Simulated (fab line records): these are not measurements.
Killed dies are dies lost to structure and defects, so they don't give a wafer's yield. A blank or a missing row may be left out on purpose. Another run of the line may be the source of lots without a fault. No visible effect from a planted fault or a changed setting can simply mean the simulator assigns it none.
fab line records	flow sky130
record: lots: 24	wafers: 72	last_day: 50
route steps=708 shown SD_P@327 CONTACT@423 METAL2@484 VIA2@528
lots that met no fault: from a run of the same line without faults
start_h: hours from the record's opening day to when the first of the lot's shown wafers began	wait_h: hours from the lot's prior step to this one	" repeats the value in the row above	L1.1+2: several wafers, shown together as one row	- value missing, or start not given	* or withheld: withheld	< > ~ a bound
route shown NAME@n: NAME is a module with steps in the file, n the number in the route of the first one	usual: mean/standard deviation taken from wafers without a fault	same: alike in all rows	chamber/n: place in a boat	sites: each site's reading	_std_site: the values' standard deviation	_edge_site: outer sites' mean less inner sites'	radius_mm: how far each site lies from the wafer's centre	mask NAME#n: copy n	behind: the tool/chamber that last shaped the wafer	hold: why the lot went on hold/how many hours it stayed there/how the hold came to an end	device: the n, p or np transistor that did not switch	end of line: the same wafers' tests at the end of the route	where a step has no rows: the recipe by itself	killed: the dies lost at the first sort to structure and to defects; this is not the yield of the wafer	map: per-die view of a wafer (x killed, . not killed, _ where there is no die)
set.NAME: the setting as run; set.NAME@STEP: as run at that earlier step	model.NAME: the simulator's own value behind a step, which no gauge read
route steps across a sampled set of lots; one table per step, one row per wafer
services: a tool's chamber out of use, with start hour (start_h, from the record's first day; less than 0 if before it), hours out, and reason
== steps ==
step: SKY_SD_P_CD_MEAS_07
recipe: target_cd_nm: 380
usual: cd_nm: 380.4/2.2
lot.wafer	tool	chamber	start_h	wait_h	cd_nm
L074.3	cd_sem-01	-	590.63	0.1	380.1
L074.4	"	-	"	"	382.1
L074.5	"	-	"	"	383.9
L075.3	cd_sem-02	-	592.18	0.1	379.8
L075.4	"	-	"	"	379.8
L075.6	"	-	"	"	379.6
L076.1	cd_sem-02	-	604.20	0.1	378.9
L076.3	"	-	"	"	377.5
L076.6	"	-	"	"	378.4
L077.1	cd_sem-02	-	625.54	0.1	382.6
L077.3	"	-	"	"	379.3
L077.5	"	-	"	"	382.0
L078.1	cd_sem-01	-	640.29	0.1	381.8
L078.5	"	-	"	"	382.9
L078.6	"	-	"	"	384.5
L079.1	cd_sem-02	-	644.24	0.1	382.9
L079.5	"	-	"	"	383.7
L079.6	"	-	"	"	382.5
L080.1	cd_sem-02	-	648.54	0.1	381.5
L080.3	"	-	"	"	380.9
L080.6	"	-	"	"	380.9
L081.2	cd_sem-02	-	657.91	0.1	380.8
L081.4	"	-	"	"	382.8
L081.6	"	-	"	"	382.7
L082.1	cd_sem-01	-	670.74	0.1	382.1
L082.2	"	-	"	"	383.0
L082.3	"	-	"	"	382.8
L083.1	cd_sem-02	-	678.90	0.1	377.6
L083.3	"	-	"	"	377.9
L083.6	"	-	"	"	376.5
L084.2	cd_sem-01	-	681.41	0.1	378.9
L084.4	"	-	"	"	381.6
L084.5	"	-	"	"	380.8
L085.4	cd_sem-02	-	701.70	0.1	381.5
L085.5	"	-	"	"	383.0
L085.6	"	-	"	"	382.2
L087.1	cd_sem-02	-	701.94	0.1	380.1
L087.4	"	-	"	"	380.4
L087.6	"	-	"	"	377.7
L086.3	cd_sem-01	-	702.23	0.1	383.1
L086.4	"	-	"	"	380.6
L086.6	"	-	"	"	380.8
L088.1	cd_sem-01	-	713.19	0.1	378.1
L088.2	"	-	"	"	378.5
L088.3	"	-	"	"	376.5
L089.2	cd_sem-01	-	713.51	0.1	380.4
L089.4	"	-	"	"	375.3
L089.6	"	-	"	"	377.1
L090.1	cd_sem-01	-	722.09	0.1	378.6
L090.2	"	-	"	"	379.9
L090.4	"	-	"	"	378.4
L091.2	cd_sem-02	-	731.81	0.1	379.0
L091.3	"	-	"	"	377.6
L091.5	"	-	"	"	382.2
L092.1	cd_sem-02	-	736.69	0.1	376.9
L092.5	"	-	"	"	379.1
L092.6	"	-	"	"	376.8
L093.1	cd_sem-02	-	740.95	0.1	383.3
L093.4	"	-	"	"	384.7
L093.5	"	-	"	"	381.4
L094.2	cd_sem-02	-	756.46	0.1	382.1
L094.4	"	-	"	"	382.0
L094.5	"	-	"	"	381.1
L095.1	cd_sem-02	-	763.84	0.1	382.4
L095.3	"	-	"	"	381.9
L095.6	"	-	"	"	381.5
L096.3	cd_sem-02	-	770.38	0.1	378.6
L096.4	"	-	"	"	380.1
L096.6	"	-	"	"	379.6
L097.4	cd_sem-01	-	783.45	0.1	380.2
L097.5	"	-	"	"	377.7
L097.6	"	-	"	"	379.0
step: SKY_CONTACT_ETCH_17
recipe: target: SiO2	chemistry: C4F8/O2/Ar	stop_on: Si3N4	mask_material: KrF-thick	source_w: 1500	bias_w: 1200	pressure_mtorr: 40	c4f8_flow_sccm: withheld	O2_flow_sccm: 6	Ar_flow_sccm: 300	time_s: withheld	target_depth_a: 3400
usual: oes_product_au: 0.892/0.0045
lot.wafer	tool	chamber	start_h	wait_h	oes_product_au
L074.3	rie_diel-04	2	734.80	0.0	0.890
L074.4	"	0	"	"	0.891
L074.5	"	0	"	"	0.891
L075.3	rie_diel-04	3	736.75	0.0	0.892
L075.4	"	0	"	"	0.893
L075.6	"	1	"	"	0.885
L076.1	rie_diel-04	2	747.80	0.0	0.891
L076.3	"	1	"	"	0.903
L076.6	"	1	"	"	0.884
L077.1	rie_diel-04	1	768.90	0.0	0.896
L077.3	"	2	"	"	0.889
L077.5	"	0	"	"	0.891
L078.1	rie_diel-02	3	785.54	0.0	0.893
L078.5	"	3	"	"	0.897
L078.6	"	1	"	"	0.893
L079.1	rie_diel-01	2	788.61	0.0	0.889
L079.5	"	2	"	"	0.885
L079.6	"	3	"	"	0.891
L080.1	rie_diel-02	1	791.70	0.0	0.885
L080.3	"	3	"	"	0.887
L080.6	"	1	"	"	0.888
L081.2	rie_diel-01	3	802.09	0.0	0.893
L081.4	"	0	"	"	0.892
L081.6	"	0	"	"	0.886
L082.1	rie_diel-02	0	813.30	0.0	0.898
L082.2	"	3	"	"	0.899
L082.3	"	1	"	"	0.885
L083.1	rie_diel-01	0	819.40	0.0	0.886
L083.3	"	2	"	"	0.888
L083.6	"	1	"	"	0.895
L084.2	rie_diel-02	2	821.95	0.0	0.896
L084.4	"	1	"	"	0.896
L084.5	"	2	"	"	0.893
L085.4	rie_diel-01	3	841.95	0.0	0.890
L085.5	"	1	"	"	0.899
L085.6	"	0	"	"	0.896
L087.1	rie_diel-02	0	842.45	0.0	0.893
L087.4	"	1	"	"	0.894
L087.6	"	1	"	"	0.893
L086.3	rie_diel-01	3	842.84	0.0	0.892
L086.4	"	2	"	"	0.898
L086.6	"	2	"	"	0.891
L088.1	rie_diel-01	1	850.89	0.0	0.898
L088.2	"	0	"	"	0.889
L088.3	"	3	"	"	0.895
L089.2	rie_diel-04	1	853.05	0.0	0.896
L089.4	"	0	"	"	0.890
L089.6	"	0	"	"	0.894
L090.1	rie_diel-01	0	859.20	0.0	0.880
L090.2	"	3	"	"	0.888
L090.4	"	1	"	"	0.890
L091.2	rie_diel-01	3	869.45	0.0	0.898
L091.3	"	1	"	"	0.896
L091.5	"	1	"	"	0.895
L092.1	rie_diel-01	3	873.24	0.0	0.891
L092.5	"	2	"	"	0.894
L092.6	"	3	"	"	0.895
L093.1	rie_diel-01	2	877.79	0.0	0.889
L093.4	"	1	"	"	0.897
L093.5	"	0	"	"	0.900
L094.2	rie_diel-02	3	893.59	0.0	0.889
L094.4	"	0	"	"	0.892
L094.5	"	2	"	"	0.888
L095.1	rie_diel-04	2	899.90	0.0	0.895
L095.3	"	1	"	"	0.897
L095.6	"	0	"	"	0.888
L096.3	rie_diel-01	1	906.55	0.0	0.889
L096.4	"	0	"	"	0.898
L096.6	"	1	"	"	0.886
L097.4	rie_diel-02	3	917.70	0.0	0.892
L097.5	"	1	"	"	0.900
L097.6	"	0	"	"	0.889
step: SKY_CONTACT_STRIP_19
recipe: chemistry: O2/N2	power_w: 1400	pressure_mtorr: 1500	platen_temp_c: withheld	o2_flow_sccm: 3000	n2_flow_sccm: 300	overash_fraction: 0.5
usual: drypump_motor_current_A: 5.5/0.47	oes_product_au: 0.382/0.0053	strip_time_to_endpoint_s: 3.66/0.033
lot.wafer	tool	chamber	start_h	wait_h	drypump_motor_current_A	oes_product_au	rf_hours_counter_h	strip_time_to_endpoint_s
L074.3	plasma_asher-02	1	734.93	-	6.2	0.387	-	3.64
L074.4	"	0	"	"	6.0	0.381	-	3.69
L074.5	"	1	"	"	6.1	0.386	-	3.65
L075.3	plasma_asher-02	1	736.88	-	6.2	0.382	-	3.67
L075.4	"	0	"	"	6.1	0.381	-	3.65
L075.6	"	1	"	"	6.1	0.387	-	3.65
L076.1	plasma_asher-03	1	747.89	-	5.5	0.389	0	3.65
L076.3	"	0	"	"	4.8	0.386	-	3.71
L076.6	"	1	"	"	5.5	0.379	-	3.71
L077.1	plasma_asher-03	1	768.99	-	5.5	0.386	3	3.66
L077.3	"	0	"	"	4.8	0.384	-	3.63
L077.5	"	1	"	"	5.5	0.373	-	3.65
L078.1	plasma_asher-02	0	785.63	-	6.0	0.383	102	3.70
L078.5	"	1	"	"	6.1	0.393	-	3.68
L078.6	"	0	"	"	6.0	0.391	-	3.71
L079.1	plasma_asher-03	0	788.70	-	4.8	0.375	4	3.61
L079.5	"	1	"	"	5.5	0.381	-	3.60
L079.6	"	0	"	"	4.8	0.383	-	3.64
L080.1	plasma_asher-03	0	791.79	-	4.8	0.389	5	3.66
L080.3	"	0	"	"	4.8	0.394	-	3.66
L080.6	"	1	"	"	5.5	0.380	-	3.67
L081.2	plasma_asher-01	0	802.18	-	5.5	0.385	64	3.64
L081.4	"	1	"	"	5.2	0.376	-	3.60
L081.6	"	0	"	"	5.5	0.381	-	3.62
L082.1	plasma_asher-01	0	813.39	-	5.5	0.389	65	3.62
L082.2	"	1	"	"	5.2	0.378	65	3.67
L082.3	"	0	"	"	5.5	0.383	-	3.68
L083.1	plasma_asher-01	1	819.49	-	5.2	0.373	66	3.64
L083.3	"	0	"	"	5.5	0.369	-	3.61
L083.6	"	1	"	"	5.2	0.372	-	3.66
L084.2	plasma_asher-02	0	822.04	-	6.0	0.375	107	3.65
L084.4	"	0	"	"	6.0	0.384	-	3.70
L084.5	"	1	"	"	6.1	0.389	-	3.65
L085.4	plasma_asher-03	1	842.08	-	5.5	0.389	-	3.63
L085.5	"	1	"	"	5.5	0.374	-	3.66
L085.6	"	0	"	"	4.8	0.387	-	3.62
L087.1	plasma_asher-03	0	842.54	-	4.8	0.382	8	3.68
L087.4	"	0	"	"	4.8	0.380	-	3.71
L087.6	"	0	"	"	4.8	0.388	-	3.72
L086.3	plasma_asher-02	0	842.96	-	5.9	0.383	-	3.67
L086.4	"	1	"	"	6.2	0.386	-	3.66
L086.6	"	1	"	"	6.2	0.384	-	3.65
L088.1	plasma_asher-02	0	850.98	-	6.0	0.388	109	3.67
L088.2	"	1	"	"	6.1	0.377	109	3.62
L088.3	"	0	"	"	6.0	0.380	-	3.66
L089.2	plasma_asher-02	0	853.14	-	5.9	0.390	110	3.65
L089.4	"	1	"	"	6.2	0.384	-	3.62
L089.6	"	1	"	"	6.2	0.380	-	3.64
L090.1	plasma_asher-02	1	859.29	-	6.2	0.381	110	3.66
L090.2	"	0	"	"	6.0	0.388	110	3.65
L090.4	"	0	"	"	6.0	0.392	-	3.69
L091.2	plasma_asher-01	0	869.54	-	5.5	0.388	71	3.69
L091.3	"	0	"	"	5.5	0.380	-	3.67
L091.5	"	1	"	"	5.2	0.389	-	3.68
L092.1	plasma_asher-03	0	873.33	-	4.8	0.385	11	3.62
L092.5	"	1	"	"	5.5	0.385	-	3.62
L092.6	"	0	"	"	4.8	0.385	-	3.64
L093.1	plasma_asher-03	0	877.88	-	4.8	0.375	12	3.61
L093.4	"	1	"	"	5.5	0.377	-	3.63
L093.5	"	0	"	"	4.8	0.375	-	3.62
L094.2	plasma_asher-03	1	893.68	-	5.5	0.382	13	3.72
L094.4	"	0	"	"	4.8	0.387	-	3.70
L094.5	"	0	"	"	4.8	0.381	-	3.66
L095.1	plasma_asher-02	0	899.99	-	5.9	0.378	114	3.63
L095.3	"	0	"	"	6.0	0.380	-	3.65
L095.6	"	0	"	"	6.0	0.382	-	3.61
L096.3	plasma_asher-01	0	906.68	-	5.5	0.381	-	3.66
L096.4	"	1	"	"	5.3	0.388	-	3.62
L096.6	"	0	"	"	5.5	0.379	-	3.67
L097.4	plasma_asher-01	0	917.82	-	5.5	0.381	-	3.72
L097.5	"	1	"	"	5.2	0.393	-	3.74
L097.6	"	0	"	"	5.5	0.377	-	3.65
step: SKY_METAL2_SPUTTER_01
recipe: material: TiN	target_thk_nm: 20	power_w: 6500	time_s: 16.7	chamber_pressure_pa: 0.4
usual: throttle_valve_pct: 29.9/0.98
lot.wafer	tool	chamber	start_h	wait_h	throttle_valve_pct
L074.3	pvd_sputter-03	-	793.44	0.0	28.9
L074.4	"	-	"	"	31.3
L074.5	"	-	"	"	30.8
L075.3	pvd_sputter-01	-	794.30	0.0	28.9
L075.4	"	-	"	"	30.8
L075.6	"	-	"	"	31.0
L076.1	pvd_sputter-01	-	805.63	0.0	30.6
L076.3	"	-	"	"	29.2
L076.6	"	-	"	"	30.9
L077.1	pvd_sputter-01	-	826.71	0.0	30.7
L077.3	"	-	"	"	30.4
L077.5	"	-	"	"	29.2
L078.1	pvd_sputter-03	-	842.86	0.0	30.1
L078.5	"	-	"	"	30.0
L078.6	"	-	"	"	31.2
L079.1	pvd_sputter-03	-	846.04	0.0	31.5
L079.5	"	-	"	"	28.8
L079.6	"	-	"	"	31.3
L080.1	pvd_sputter-04	-	848.80	0.0	28.9
L080.3	"	-	"	"	27.9
L080.6	"	-	"	"	29.3
L081.2	pvd_sputter-01	-	859.10	0.0	30.7
L081.4	"	-	"	"	30.8
L081.6	"	-	"	"	29.3
L082.1	pvd_sputter-01	-	869.04	0.0	30.6
L082.2	"	-	"	"	31.0
L082.3	"	-	"	"	29.1
L083.1	pvd_sputter-04	-	876.75	0.0	29.0
L083.3	"	-	"	"	28.7
L083.6	"	-	"	"	28.6
L084.2	pvd_sputter-03	-	878.08	0.0	30.9
L084.4	"	-	"	"	29.7
L084.5	"	-	"	"	30.0
L085.4	pvd_sputter-01	-	898.19	0.0	30.5
L085.5	"	-	"	"	29.3
L085.6	"	-	"	"	30.7
L087.1	pvd_sputter-04	-	898.68	0.0	30.1
L087.4	"	-	"	"	29.3
L087.6	"	-	"	"	28.7
L086.3	pvd_sputter-01	-	899.04	0.0	29.1
L086.4	"	-	"	"	30.6
L086.6	"	-	"	"	30.8
L088.1	pvd_sputter-01	-	906.86	0.0	30.8
L088.2	"	-	"	"	30.8
L088.3	"	-	"	"	30.7
L089.2	pvd_sputter-01	-	908.89	0.0	30.6
L089.4	"	-	"	"	30.8
L089.6	"	-	"	"	30.7
L090.1	pvd_sputter-01	-	914.53	0.0	30.3
L090.2	"	-	"	"	30.9
L090.4	"	-	"	"	30.9
L091.2	pvd_sputter-01	-	924.69	0.0	29.5
L091.3	"	-	"	"	30.8
L091.5	"	-	"	"	30.7
L092.1	pvd_sputter-01	-	929.08	0.0	30.8
L092.5	"	-	"	"	30.8
L092.6	"	-	"	"	30.5
L093.1	pvd_sputter-04	-	932.15	0.0	30.1
L093.4	"	-	"	"	30.1
L093.5	"	-	"	"	27.7
L094.2	pvd_sputter-04	-	947.85	0.0	28.7
L094.4	"	-	"	"	30.3
L094.5	"	-	"	"	30.3
L095.1	pvd_sputter-01	-	952.84	0.0	30.5
L095.3	"	-	"	"	29.3
L095.6	"	-	"	"	30.7
L096.3	pvd_sputter-03	-	960.25	0.0	29.8
L096.4	"	-	"	"	29.0
L096.6	"	-	"	"	30.1
L097.4	pvd_sputter-04	-	970.57	0.0	29.1
L097.5	"	-	"	"	29.9
L097.6	"	-	"	"	28.9
step: SKY_METAL2_DESCUM_17
recipe: chemistry: O2	source_power_w: 150	bias_power_w: 0	pressure_mtorr: 10	temp_c: 40	time_s: 8
usual: drypump_motor_current_A: 5.5/0.5	oes_product_au: 0.998/0.01
lot.wafer	tool	chamber	start_h	wait_h	drypump_motor_current_A	oes_product_au	rf_hours_counter_h
L074.3	rie_metal-01	1	820.15	0.0	4.7	0.989	-
L074.4	"	0	"	"	5.9	1.009	-
L074.5	"	1	"	"	4.7	0.983	-
L075.3	rie_metal-02	1	820.92	0.0	5.9	0.991	-
L075.4	"	0	"	"	5.8	0.989	-
L075.6	"	1	"	"	5.9	0.992	-
L076.1	rie_metal-01	0	831.51	0.0	5.9	1.013	6
L076.3	"	0	"	"	5.9	1.012	-
L076.6	"	0	"	"	5.9	1.010	-
L077.1	rie_metal-02	0	853.49	0.0	5.8	0.986	12
L077.3	"	0	"	"	5.8	0.983	-
L077.5	"	1	"	"	5.9	0.994	-
L078.1	rie_metal-01	1	869.09	0.0	4.7	0.995	10
L078.5	"	1	"	"	4.7	1.000	-
L078.6	"	0	"	"	5.9	1.014	-
L079.1	rie_metal-01	0	872.14	0.0	5.9	1.018	7
L079.5	"	1	"	"	4.7	0.999	-
L079.6	"	0	"	"	5.9	1.006	-
L080.1	rie_metal-04	1	875.09	0.0	5.8	1.003	10
L080.3	"	1	"	"	5.8	1.009	-
L080.6	"	0	"	"	5.2	0.990	-
L081.2	rie_metal-01	1	885.14	0.0	4.7	0.999	11
L081.4	"	0	"	"	5.9	1.010	-
L081.6	"	1	"	"	4.7	0.991	-
L082.1	rie_metal-02	0	895.59	0.0	5.8	0.982	13
L082.2	"	1	"	"	5.9	0.995	6
L082.3	"	0	"	"	5.7	0.983	-
L083.1	rie_metal-01	0	902.49	0.0	5.9	1.018	9
L083.3	"	1	"	"	4.7	0.987	-
L083.6	"	0	"	"	5.9	1.017	-
L084.2	rie_metal-02	1	904.49	0.0	5.9	1.002	7
L084.4	"	1	"	"	5.9	1.007	-
L084.5	"	0	"	"	5.8	1.001	-
L085.4	rie_metal-01	0	923.36	0.0	5.9	1.012	-
L085.5	"	0	"	"	5.9	1.020	-
L085.6	"	1	"	"	4.7	1.006	-
L087.1	rie_metal-01	1	924.34	0.0	4.7	0.992	13
L087.4	"	0	"	"	5.9	1.015	-
L087.6	"	1	"	"	4.7	0.995	-
L086.3	rie_metal-02	0	924.61	0.0	5.8	0.988	-
L086.4	"	1	"	"	5.9	0.988	-
L086.6	"	1	"	"	5.9	1.006	-
L088.1	rie_metal-01	0	931.88	0.0	5.9	1.000	10
L088.2	"	1	"	"	4.7	1.007	13
L088.3	"	1	"	"	4.7	1.003	-
L089.2	rie_metal-02	1	933.89	0.0	5.9	1.000	8
L089.4	"	0	"	"	5.8	0.997	-
L089.6	"	1	"	"	5.9	0.999	-
L090.1	rie_metal-02	1	939.75	0.0	5.9	1.003	8
L090.2	"	0	"	"	5.7	0.984	15
L090.4	"	1	"	"	6.0	0.997	-
L091.2	rie_metal-01	0	949.74	0.0	5.9	1.017	11
L091.3	"	0	"	"	5.9	1.014	-
L091.5	"	1	"	"	4.7	1.005	-
L092.1	rie_metal-04	1	953.65	0.0	5.8	1.003	13
L092.5	"	1	"	"	5.8	0.994	-
L092.6	"	0	"	"	5.2	0.992	-
L093.1	rie_metal-02	1	956.96	0.0	5.9	0.996	9
L093.4	"	1	"	"	6.0	1.001	-
L093.5	"	0	"	"	5.8	0.988	-
L094.2	rie_metal-04	0	971.91	0.0	5.2	0.982	18
L094.4	"	0	"	"	5.2	0.971	-
L094.5	"	1	"	"	5.8	0.999	-
L095.1	rie_metal-02	1	977.60	0.0	5.9	0.986	10
L095.3	"	0	"	"	5.8	0.994	-
L095.6	"	0	"	"	5.8	0.979	-
L096.3	rie_metal-02	1	984.22	0.0	5.9	0.997	-
L096.4	"	0	"	"	5.8	0.991	-
L096.6	"	0	"	"	5.8	0.998	-
L097.4	rie_metal-01	0	993.51	0.0	5.9	1.016	-
L097.5	"	1	"	"	4.7	0.999	-
L097.6	"	0	"	"	5.9	1.010	-
step: SKY_VIA2_CVD_21
recipe: material: W	target_thk_nm: 420	time_s: 126.4	temp_c: 400	pressure_torr: 40
usual: heater_power_w: 890/77
lot.wafer	tool	chamber	start_h	wait_h	heater_power_w
L074.3	cvd_w-01	1	849.79	0.1	871
L074.4	"	0	"	"	1008
L074.5	"	0	"	"	1014
L075.3	cvd_w-02	0	849.85	0.1	813
L075.4	"	1	"	"	954
L075.6	"	0	"	"	830
L076.1	cvd_w-02	0	860.57	0.0	837
L076.3	"	1	"	"	952
L076.6	"	0	"	"	838
L077.1	cvd_w-01	1	881.31	0.0	866
L077.3	"	0	"	"	1027
L077.5	"	0	"	"	1014
L078.1	cvd_w-01	1	896.83	0.0	861
L078.5	"	0	"	"	1021
L078.6	"	1	"	"	869
L079.1	cvd_w-02	1	900.29	0.0	967
L079.5	"	0	"	"	822
L079.6	"	1	"	"	920
L080.1	cvd_w-02	1	902.72	0.0	954
L080.3	"	0	"	"	825
L080.6	"	0	"	"	824
L081.2	cvd_w-01	1	912.73	0.0	865
L081.4	"	1	"	"	870
L081.6	"	0	"	"	1047
L082.1	cvd_w-02	0	923.26	0.0	806
L082.2	"	1	"	"	866
L082.3	"	0	"	"	787
L083.1	cvd_w-01	1	930.28	0.0	849
L083.3	"	1	"	"	850
L083.6	"	1	"	"	869
L084.2	cvd_w-01	1	930.92	0.1	853
L084.4	"	1	"	"	885
L084.5	"	1	"	"	900
L085.4	cvd_w-02	1	950.31	0.1	904
L085.5	"	1	"	"	896
L085.6	"	0	"	"	803
L086.3	cvd_w-02	1	951.13	0.1	884
L086.4	"	0	"	"	784
L086.6	"	0	"	"	796
L087.1	cvd_w-02	1	951.41	0.0	897
L087.4	"	1	"	"	898
L087.6	"	0	"	"	791
L088.1	cvd_w-01	1	958.10	0.0	867
L088.2	"	0	"	"	1005
L088.3	"	0	"	"	1024
L089.2	cvd_w-02	1	960.30	0.0	907
L089.4	"	1	"	"	906
L089.6	"	1	"	"	891
L090.1	cvd_w-02	1	965.61	0.0	886
L090.2	"	0	"	"	797
L090.4	"	1	"	"	891
L091.2	cvd_w-02	1	975.68	0.0	892
L091.3	"	1	"	"	902
L091.5	"	0	"	"	790
L092.1	cvd_w-01	1	979.61	0.0	879
L092.5	"	1	"	"	879
L092.6	"	0	"	"	1013
L093.1	cvd_w-02	1	982.11	0.0	895
L093.4	"	0	"	"	800
L093.5	"	1	"	"	881
L094.2	cvd_w-01	1	997.31	0.0	854
L094.4	"	0	"	"	1028
L094.5	"	1	"	"	874
L095.1	cvd_w-01	0	1003.60	0.0	1033
L095.3	"	0	"	"	1020
L095.6	"	1	"	"	851
L096.3	cvd_w-02	1	1009.92	0.1	892
L096.4	"	0	"	"	785
L096.6	"	0	"	"	801
L097.4	cvd_w-01	1	1018.97	0.1	870
L097.5	"	0	"	"	1020
L097.6	"	1	"	"	864
== services ==
tool	chamber	start_h	hours	kind
rie_diel-01	2	711.46	5.7	repair
plasma_asher-03	-	718.22	13.1	repair
plasma_asher-03	-	733.75	9.0	pm
rie_metal-02	1	755.75	7.5	repair
plasma_asher-02	-	757.55	0.7	repair
rie_metal-01	-	759.48	14.6	pm
rie_diel-01	3	761.70	2.1	repair
rie_metal-02	-	771.90	2.8	pm
plasma_asher-03	-	810.69	14.6	pm
rie_diel-01	3	814.41	9.2	repair
cvd_w-01	-	854.56	4.8	repair
cvd_w-02	0	860.83	4.9	repair
cvd_w-02	-	904.00	14.0	pm
plasma_asher-02	-	913.48	23.6	repair
cvd_w-01	-	920.73	2.1	repair
cvd_w-01	0	929.31	10.7	repair
plasma_asher-03	-	956.20	0.9	repair
rie_metal-01	1	960.72	5.6	repair
plasma_asher-02	-	968.65	28.1	pm
rie_diel-01	3	971.80	6.0	repair
rie_metal-02	1	1000.36	3.1	repair
cvd_w-02	-	1002.68	6.9	pm
pvd_sputter-01	-	1002.92	2.7	repair
rie_diel-01	-	1018.46	2.8	pm
== key ==
fault none
